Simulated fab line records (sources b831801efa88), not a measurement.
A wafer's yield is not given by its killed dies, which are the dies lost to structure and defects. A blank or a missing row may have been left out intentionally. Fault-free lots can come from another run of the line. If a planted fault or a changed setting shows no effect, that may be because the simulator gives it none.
fab line records	flow sky130
[record] lots = 12	wafers = 36	last_day = 50
route steps=708 shown CONTACT@423 VIA1@458 PAD_OPEN@708
lots that met no fault: taken from a fault-free run of the same line
start_h: the number of hours between the record's first day and the start of the first shown wafer of the lot	wait_h: time in hours since the lot's previous step	" identical to the entry in the row above	L1.1+2: a single row standing in for several wafers	- either no value or no given start	* or withheld: withheld	< > ~ a bound
route shown NAME@n: a module of which the file shows steps, and the number in the route of the first	usual: mean/standard deviation taken from wafers without a fault	same: alike in all rows	chamber/n: place in a boat	sites: each site's reading	_std_site: the values' standard deviation	_edge_site: mean of outer sites minus mean of inner sites	radius_mm: for every site, how far away it sits from the centre of the wafer	mask NAME#n: copy n	behind: the most recent tool/chamber to have shaped the wafer	hold: cause of the lot's hold/its duration in hours/its outcome	device: the transistor (n, p or np) that didn't switch	end of line: tests of these same wafers at the route's end	a step given without rows: its recipe and nothing more	killed: not the wafer's yield, but the dies lost to structure and defects at the first sort	map: the dies of a wafer, with x for killed, . for not killed, _ for no die there
set.NAME: the run value of the setting; set.NAME@STEP: its run value at that earlier step	model.NAME: the simulator's own value behind a step, which no gauge read
the route's steps for a sample of lots (tables are steps, rows are wafers)
services: from which hour (start_h, from the record's first day; less than 0 if before it) a tool's chamber was out of use, for how many hours, and why
[[steps]]
[step SKY_CONTACT_ETCH_17]
[recipe] target = SiO2	chemistry = C4F8/O2/Ar	stop_on = Si3N4	mask_material = KrF-thick	source_w = 1500	bias_w = 1200	pressure_mtorr = 40	c4f8_flow_sccm = withheld	O2_flow_sccm = 6	Ar_flow_sccm = 300	time_s = withheld	target_depth_a = 3400
[usual] bias_w = 1200/3.5	oes_product_au = 0.891/0.005
lot.wafer	tool	chamber	start_h	wait_h	bias_w	oes_product_au
L325.1	rie_diel-02	0	737.32	0.0	1202	0.882
L325.4	"	1	"	"	1202	0.891
L325.6	"	3	"	"	1200	0.886
L328.1	rie_diel-04	1	761.07	0.0	1197	0.895
L328.4	"	0	"	"	1199	0.893
L328.6	"	1	"	"	1205	0.895
L330.2	rie_diel-03	2	761.22	0.0	1200	0.887
L330.3	"	3	"	"	1192	0.906
L330.4	"	0	"	"	1205	0.887
L329.2	rie_diel-04	1	764.77	0.0	1197	0.890
L329.5	"	3	"	"	1204	0.894
L329.6	"	2	"	"	1201	0.897
L331.1	rie_diel-02	3	791.17	0.0	1199	0.891
L331.3	"	0	"	"	1194	0.881
L331.5	"	3	"	"	1199	0.892
L332.1	rie_diel-03	1	795.77	0.0	1199	0.902
L332.4	"	3	"	"	1204	0.889
L332.5	"	3	"	"	1199	0.890
L333.1	rie_diel-04	3	803.32	0.0	1199	0.891
L333.5	"	2	"	"	1201	0.888
L333.6	"	1	"	"	1197	0.884
L334.1	rie_diel-03	3	803.67	0.0	1199	0.893
L334.3	"	1	"	"	1199	0.888
L334.6	"	1	"	"	1201	0.892
L335.2	rie_diel-03	1	816.42	0.0	1201	0.892
L335.5	"	3	"	"	1201	0.895
L335.6	"	0	"	"	1201	0.894
L341.1	rie_diel-02	2	860.92	0.0	1199	0.895
L341.2	"	0	"	"	1202	0.893
L341.4	"	2	"	"	1201	0.901
L342.4	rie_diel-03	0	864.47	0.0	1194	0.895
L342.5	"	2	"	"	1201	0.889
L342.6	"	1	"	"	1201	0.890
L346.1	rie_diel-02	0	898.77	0.0	1192	0.893
L346.3	"	2	"	"	1203	0.887
L346.5	"	2	"	"	1211	0.895
[step SKY_CONTACT_STRIP_19]
[recipe] chemistry = O2/N2	power_w = 1400	pressure_mtorr = 1500	platen_temp_c = withheld	o2_flow_sccm = 3000	n2_flow_sccm = 300	overash_fraction = 0.5
[usual] drypump_motor_current_A = 5.5/0.57	oes_product_au = 0.381/0.0046	strip_time_to_endpoint_s = 3.63/0.036
lot.wafer	tool	chamber	start_h	wait_h	drypump_motor_current_A	oes_product_au	rf_hours_counter_h	strip_time_to_endpoint_s
L325.1	plasma_asher-03	0	737.41	-	5.0	0.375	64	3.60
L325.4	"	1	"	"	5.9	0.377	-	3.56
L325.6	"	0	"	"	5.0	0.391	-	3.62
L328.1	plasma_asher-01	1	761.16	-	5.7	0.373	1	3.63
L328.4	"	1	"	"	5.6	0.380	-	3.62
L328.6	"	0	"	"	4.9	0.383	-	3.60
L330.2	plasma_asher-03	0	761.31	-	5.0	0.377	66	3.65
L330.3	"	1	"	"	5.9	0.379	-	3.61
L330.4	"	0	"	"	5.0	0.380	-	3.62
L329.2	plasma_asher-03	0	764.86	-	5.0	0.385	67	3.61
L329.5	"	0	"	"	5.0	0.383	-	3.68
L329.6	"	1	"	"	5.9	0.374	-	3.61
L331.1	plasma_asher-02	1	791.26	-	5.3	0.378	32	3.64
L331.3	"	1	"	"	5.3	0.381	-	3.65
L331.5	"	0	"	"	6.8	0.376	-	3.64
L332.1	plasma_asher-02	0	795.86	-	6.7	0.381	33	3.66
L332.4	"	1	"	"	5.3	0.380	-	3.64
L332.5	"	0	"	"	6.7	0.367	-	3.64
L333.1	plasma_asher-03	1	803.41	-	5.9	0.387	71	3.69
L333.5	"	0	"	"	5.0	0.374	-	3.59
L333.6	"	1	"	"	6.0	0.381	-	3.57
L334.1	plasma_asher-01	1	803.76	-	5.7	0.381	5	3.64
L334.3	"	1	"	"	5.6	0.375	-	3.67
L334.6	"	1	"	"	5.7	0.384	-	3.67
L335.2	plasma_asher-01	0	816.51	-	4.9	0.377	6	3.61
L335.5	"	1	"	"	5.6	0.381	-	3.60
L335.6	"	0	"	"	4.9	0.386	-	3.59
L341.1	plasma_asher-01	1	861.01	-	5.7	0.383	11	3.66
L341.2	"	0	"	"	4.9	0.385	11	3.62
L341.4	"	0	"	"	4.9	0.386	-	3.65
L342.4	plasma_asher-02	0	864.59	-	6.8	0.384	-	3.66
L342.5	"	1	"	"	5.3	0.376	-	3.66
L342.6	"	0	"	"	6.8	0.383	-	3.67
L346.1	plasma_asher-03	0	898.86	-	5.0	0.375	80	3.62
L346.3	"	1	"	"	6.0	0.383	-	3.60
L346.5	"	1	"	"	5.9	0.380	-	3.60
[step SKY_VIA1_HDPCVD_00]
[recipe] material = SiO2	target_thk_nm = 1030	sigma_open_frac = 0.3	time_s = 171.7	temp_c = 400	sih4_flow_sccm = 60	pressure_mtorr = 6
[usual] sih4_flow_sccm = 60.01/0.19
[same] time_s = 171.7
lot.wafer	tool	chamber	start_h	wait_h	sih4_flow_sccm
L325.1	hdpcvd-01	0	766.55	0.0	59.88
L325.4	"	2	"	"	60.10
L325.6	"	0	"	"	59.81
L328.1	hdpcvd-01	2	789.71	0.0	60.03
L328.4	"	0	"	"	59.82
L328.6	"	2	"	"	59.75
L330.2	hdpcvd-02	2	790.24	0.0	60.37
L330.3	"	0	"	"	59.68
L330.4	"	1	"	"	59.83
L329.2	hdpcvd-02	1	794.64	0.0	59.70
L329.5	"	0	"	"	60.26
L329.6	"	2	"	"	59.81
L331.1	hdpcvd-01	2	820.51	0.0	59.86
L331.3	"	1	"	"	60.03
L331.5	"	1	"	"	59.94
L332.1	hdpcvd-01	2	824.91	0.0	60.24
L332.4	"	0	"	"	60.08
L332.5	"	1	"	"	60.36
L333.1	hdpcvd-01	2	831.91	0.0	60.39
L333.5	"	2	"	"	60.03
L333.6	"	1	"	"	60.11
L334.1	hdpcvd-02	0	832.50	0.0	60.15
L334.3	"	2	"	"	59.96
L334.6	"	1	"	"	60.03
L335.2	hdpcvd-01	2	845.57	0.0	59.96
L335.5	"	1	"	"	60.09
L335.6	"	0	"	"	60.36
L341.1	hdpcvd-02	1	889.16	0.0	59.86
L341.2	"	0	"	"	59.70
L341.4	"	0	"	"	59.79
L342.4	hdpcvd-02	0	892.81	0.1	29.85
L342.5	"	2	"	"	60.24
L342.6	"	1	"	"	59.89
L346.1	hdpcvd-01	1	925.70	0.0	59.73
L346.3	"	0	"	"	59.94
L346.5	"	2	"	"	59.86
[step SKY_VIA1_THK_MEAS_01]
[recipe] reads = SiO2_of_VIA1_HDPCVD_00
[usual] VIA1_HDPCVD_THK = 1038/10
lot.wafer	tool	chamber	start_h	wait_h	VIA1_HDPCVD_THK[nm]
L325.1	film_metro-03	-	766.67	0.1	1042
L325.4	"	-	"	"	1035
L325.6	"	-	"	"	1039
L328.1	film_metro-03	-	789.82	0.1	1030
L328.4	"	-	"	"	1047
L328.6	"	-	"	"	1036
L330.2	film_metro-04	-	790.36	0.1	1050
L330.3	"	-	"	"	1042
L330.4	"	-	"	"	1042
L329.2	film_metro-04	-	794.76	0.1	1023
L329.5	"	-	"	"	1040
L329.6	"	-	"	"	1045
L331.1	film_metro-01	-	820.62	0.1	1018
L331.3	"	-	"	"	1045
L331.5	"	-	"	"	1031
L332.1	film_metro-03	-	825.02	0.1	1036
L332.4	"	-	"	"	1037
L332.5	"	-	"	"	1041
L333.1	film_metro-04	-	832.02	0.1	1045
L333.5	"	-	"	"	1027
L333.6	"	-	"	"	1038
L334.1	film_metro-03	-	832.61	0.1	1028
L334.3	"	-	"	"	1049
L334.6	"	-	"	"	1026
L335.2	film_metro-03	-	845.70	0.1	1032
L335.5	"	-	"	"	1050
L335.6	"	-	"	"	1049
L341.1	film_metro-03	-	889.27	0.1	1044
L341.2	"	-	"	"	1045
L341.4	"	-	"	"	1032
L342.4	film_metro-04	-	892.90	0.0	515
L342.5	"	-	"	"	1053
L342.6	"	-	"	"	1033
L346.1	film_metro-04	-	925.81	0.1	1052
L346.3	"	-	"	"	1030
L346.5	"	-	"	"	1037
[step SKY_VIA1_OVL_MEAS_13]
[usual] VIA1_OVL = -2/5.5
lot.wafer	tool	chamber	start_h	wait_h	VIA1_OVL[nm]
L325.1	overlay-01	-	794.00	0.1	-1
L325.4	"	-	"	"	-5
L325.6	"	-	"	"	-4
L328.1	overlay-02	-	816.84	0.1	-12
L328.4	"	-	"	"	-4
L328.6	"	-	"	"	-8
L330.2	overlay-01	-	817.71	0.1	1
L330.3	"	-	"	"	-3
L330.4	"	-	"	"	2
L329.2	overlay-01	-	822.60	0.1	-7
L329.5	"	-	"	"	3
L329.6	"	-	"	"	-9
L331.1	overlay-01	-	847.29	0.1	2
L331.3	"	-	"	"	2
L331.5	"	-	"	"	-1
L332.1	overlay-01	-	852.19	0.1	-2
L332.4	"	-	"	"	10
L332.5	"	-	"	"	2
L333.1	overlay-01	-	858.39	0.1	1
L333.5	"	-	"	"	1
L333.6	"	-	"	"	-2
L334.1	overlay-02	-	859.04	0.1	-3
L334.3	"	-	"	"	-7
L334.6	"	-	"	"	-2
L335.2	overlay-01	-	872.05	0.1	-3
L335.5	"	-	"	"	-8
L335.6	"	-	"	"	-1
L341.1	overlay-02	-	912.19	0.1	-11
L341.2	"	-	"	"	-3
L341.4	"	-	"	"	-5
L342.4	overlay-01	-	918.66	0.1	1
L342.5	"	-	"	"	-10
L342.6	"	-	"	"	7
L346.1	overlay-02	-	950.40	0.1	-5
L346.3	"	-	"	"	-1
L346.5	"	-	"	"	-5
[step SKY_PAD_OPEN_PROBE_99]
[usual] defect_limited_yield = 82.6/1.9	killed_at_M0_to_M3 = 43/7.2	killed_at_M4_up = 3.5/2	killed_at_contacts = 24/5.2	killed_at_front_end = 15/4.4	killed_at_other = 0.2/0.48	killed_dies = 85/9.4	killed_open = 46/7.3	killed_short = 39/6.1
[same] gross_dies = 492	killed_at_back_side = 0
lot.wafer	tool	chamber	start_h	wait_h	defect_limited_yield[%]	killed_at_M0_to_M3	killed_at_M4_up	killed_at_contacts	killed_at_front_end	killed_at_other	killed_dies	killed_open	killed_short
L330.2	prober-01	-	1100.77	0.1	81.9	52	1	27	9	0	89	56	33
L330.3	prober-01	-	1100.82	0.2	80.7	53	7	19	16	0	95	59	36
L330.4	prober-01	-	1100.87	0.2	85.2	35	6	21	11	0	73	38	35
L333.1	prober-01	-	1127.15	0.1	82.9	49	1	21	13	0	84	44	40
L333.5	prober-01	-	1127.35	0.2	84.3	44	3	16	14	0	77	33	44
L333.6	prober-01	-	1127.40	0.2	84.1	47	1	16	14	0	78	41	37
L335.2	prober-02	-	1136.29	0.1	80.9	41	4	28	21	0	94	54	39
L335.5	prober-02	-	1136.44	0.2	81.3	47	7	24	14	0	92	45	47
L335.6	prober-02	-	1136.49	0.2	81.7	41	4	27	18	0	90	50	40
// killed by level:class
L330.2 VIA1:geometric_particle:open=13 VIA3:geometric_particle:open=12 LI_CONTACT:geometric_particle:open=10 CONTACT:geometric_particle:open=8 LI_CONTACT:geometric_particle:short=5 VIA3:geometric_particle:short=5 METAL1:geometric_particle:open=4 METAL1:geometric_particle:short=4
L330.3 VIA1:geometric_particle:open=14 VIA2:geometric_particle:open=12 CONTACT:geometric_particle:open=10 VIA1:geometric_particle:short=7 VIA3:geometric_particle:open=7 POLY_GATE:geometric_particle:short=6 FIELD_ISO:geometric_particle:open=5 METAL1:geometric_particle:short=5
L330.4 CONTACT:geometric_particle:open=9 FIELD_ISO:geometric_particle:short=6 METAL3:geometric_particle:short=6 VIA3:geometric_particle:open=6 VIA2:geometric_particle:open=5 VIA3:geometric_particle:short=4 LI_CONTACT:geometric_particle:open=4 VIA1:geometric_particle:open=4
L333.1 VIA1:geometric_particle:open=9 CONTACT:geometric_particle:open=9 VIA1:geometric_particle:short=9 VIA3:geometric_particle:open=7 LI_CONTACT:geometric_particle:open=6 METAL1:geometric_particle:short=6 VIA2:geometric_particle:short=6 VIA2:geometric_particle:open=5
L333.5 METAL1:geometric_particle:short=8 VIA1:geometric_particle:open=8 METAL2:geometric_particle:short=7 CONTACT:geometric_particle:open=6 VIA2:geometric_particle:open=5 FIELD_ISO:geometric_particle:short=4 POLY_GATE:geometric_particle:short=4 VIA2:geometric_particle:short=4
L333.6 VIA1:geometric_particle:open=11 CONTACT:geometric_particle:open=7 METAL1:geometric_particle:short=6 VIA2:geometric_particle:open=6 FIELD_ISO:geometric_particle:short=5 LI_CONTACT:geometric_particle:open=5 VIA3:geometric_particle:open=5 METAL2:geometric_particle:short=5
L335.2 CONTACT:geometric_particle:open=13 VIA1:geometric_particle:open=8 VIA2:geometric_particle:open=8 POLY_GATE:geometric_particle:open=6 LI_CONTACT:geometric_particle:short=6 VIA3:geometric_particle:open=5 VIA1:geometric_particle:short=5 METAL2:geometric_particle:short=5
L335.5 VIA3:geometric_particle:open=10 VIA1:geometric_particle:open=8 CONTACT:geometric_particle:open=8 METAL1:geometric_particle:short=8 METAL4:geometric_particle:short=6 LI_CONTACT:geometric_particle:open=5 CONTACT:geometric_particle:short=5 METAL2:geometric_particle:short=5
L335.6 VIA1:geometric_particle:open=14 CONTACT:geometric_particle:open=9 CONTACT:geometric_particle:short=5 FIELD_ISO:geometric_particle:short=4 FIELD_ISO:geometric_particle:open=4 POLY_GATE:geometric_particle:open=4 LI_CONTACT:geometric_particle:open=4 LOCAL_INTERCONNECT:geometric_particle:short=4
[[services]]
tool	chamber	start_h	hours	kind
rie_diel-03	2	728.26	7.5	repair
plasma_asher-01	-	733.02	1.4	repair
plasma_asher-01	-	734.38	9.0	pm
plasma_asher-01	0	734.38	9.0	vent_cycle
plasma_asher-01	1	734.38	9.0	vent_cycle
plasma_asher-01	0	743.38	-	clean
plasma_asher-01	1	743.38	-	clean
rie_diel-04	1	744.40	9.1	repair
hdpcvd-02	2	745.75	6.0	repair
hdpcvd-02	-	766.01	2.8	pm
hdpcvd-01	1	776.77	3.4	repair
rie_diel-02	1	795.73	-	clean
rie_diel-02	1	795.73	14.3	scheduled_down
rie_diel-02	1	795.73	14.3	vent_cycle
plasma_asher-02	-	802.34	1.6	repair
rie_diel-04	1	807.96	1.3	repair
rie_diel-02	3	842.19	-	clean
rie_diel-02	3	842.19	24.1	scheduled_down
rie_diel-04	2	846.26	4.9	repair
plasma_asher-01	-	846.42	2.8	pm
rie_diel-04	-	849.29	0.1	repair
hdpcvd-01	1	853.36	2.4	repair
rie_diel-02	3	892.39	8.7	repair
hdpcvd-02	0	896.47	9.6	repair
[[key]]
[first_sign] step = SKY_VIA1_HDPCVD_00	reading = sih4_flow_sccm	direction = down	sigmas = 99+	usual = 60.01	struck = 29.85
[effect] step = SKY_VIA1_THK_MEAS_01	reading = VIA1_HDPCVD_THK	direction = down	sigmas = 50	usual = 1038	struck = 515
met_at SKY_VIA1_HDPCVD_00
struck_lots L342
struck_wafers L342.4
not_acting_at SKY_CONTACT_ETCH_17,SKY_CONTACT_STRIP_19,SKY_VIA1_OVL_MEAS_13
onset_between 889.16 892.81
[fault] kind = process_parameter_drift	tool = hdpcvd-02	chamber = 0	onset_h = 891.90	steps = SKY_VIA1_HDPCVD_00	channel = sih4_flow_sccm	offset = -30	shape = step	end_h = 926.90	acts_in = these_recipes_only	stated = 60
